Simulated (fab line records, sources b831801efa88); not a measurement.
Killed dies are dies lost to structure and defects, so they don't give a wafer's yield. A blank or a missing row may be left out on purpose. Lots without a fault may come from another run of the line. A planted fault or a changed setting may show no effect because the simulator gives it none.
A struck lot beside a sound one | flow sky130 | 14 steps out of a route of 708
Sound: wafers L395.1, L395.5, L395.6. Struck: wafer L408.4. (L408.1, L408.2 of the same lot were not struck and are left out.) The cause comes at the end.
At each step with rows: each side's tool, then ch and its chambers, then its first start. Under that, the readings that differ: sound wafers | struck wafers | difference of the means | sigmas: that difference in standard deviations of wafers without a fault.
alike: readings whose means differ by less than 2 such deviations, and words and numbers that are the same on both sides. not compared: withheld readings, readings that some wafer has no value for, bounds like >300 that may hide the same value, and numbers for which the record gives no deviation and whose values overlap.
The two part at a step that has a row with sigmas, a row that says differs or no value, or rows on one side only. Numbers that don't overlap but have no deviation are shown without sigmas and don't part them. A reading that every wafer of one side lacks parts them only if that side has two wafers or more.

first, 2 steps without rows for these wafers: SKY_LDD_LDN_PEB_05; SKY_LDD_LDN_DEVELOP_06 (develop time 60 s).
SKY_LDD_LDN_OVL_MEAS_07:
  sound on overlay-01, day 23 05:38; struck on overlay-01, day 27 20:20
  alike: LDD_LDN_OVL
then, 4 steps without rows for these wafers: SKY_LDD_LDN_IMPLANT_08; SKY_LDD_LDN_IMPLANT_09; SKY_LDD_LDN_IMPLANT_10; SKY_LDD_LDN_IMPLANT_11.
SKY_LDD_LDN_STRIP_12: strips in O2/N2.
  sound on plasma_asher-02 ch 0,1, day 23 06:17; struck on plasma_asher-02 ch 0, day 27 20:58
  reading               | sound             | struck | difference | sigmas
  oes_product_au (a.u.) | 0.718 0.715 0.713 | 0.702  | -0.013     | -3
  alike: drypump_motor_current_A, strip_time_to_endpoint_s
  not compared: rf_hours_counter_h
SKY_LDD_LDN_TW_MEAS_13:
  sound on film_metro-03, day 23 06:23; struck on film_metro-03, day 27 21:04
  alike: LDD_LDN_TW
then, 2 steps without rows for these wafers: SKY_LDD_LDN_CLEAN_14 (cleans in SC1/SC2, time 150 s); SKY_SPACER_CVD_00 (deposits Si3N4 from DCS/NH3, target thk 43.1 nm, time 740 s).
SKY_SPACER_THK_MEAS_01:
  sound on film_metro-04, day 23 07:41; struck on film_metro-02, day 27 22:23
  reading                | sound          | struck | difference | sigmas
  SPACER_CVD_00_THK (nm) | 42.2 42.3 42.8 | 43.2   | +0.8       | +2
SKY_SPACER_ETCHBACK_02: etches Si3N4 in CH3F/O2, stops on SiO2, time 46.7 s, target depth 45 nm.
  sound on rie_diel-02 ch 0,1, day 23 07:45; struck on rie_diel-02 ch 2, day 27 22:26
  reading                                    | sound             | struck | difference | sigmas
  oes_product_au (a.u.)                      | 0.847 0.836 0.847 | 0.857  | +0.014     | +2
  model.SiO2_of_SONOS_ONO_CVD_04.thk_nm (nm) | 4.18 4.087 4.186  | 0      | -4         |
  alike: drypump_motor_current_A, throttle_valve_pct
  not compared: rf_hours_counter_h
then, 1 step without rows for these wafers: SKY_POLY_CUT_DEHYDRATE_00 (time 60 s).

WHERE THEY PART
First at SKY_LDD_LDN_STRIP_12; last, within this record, at SKY_SPACER_ETCHBACK_02.

WHY: what the simulator had put in
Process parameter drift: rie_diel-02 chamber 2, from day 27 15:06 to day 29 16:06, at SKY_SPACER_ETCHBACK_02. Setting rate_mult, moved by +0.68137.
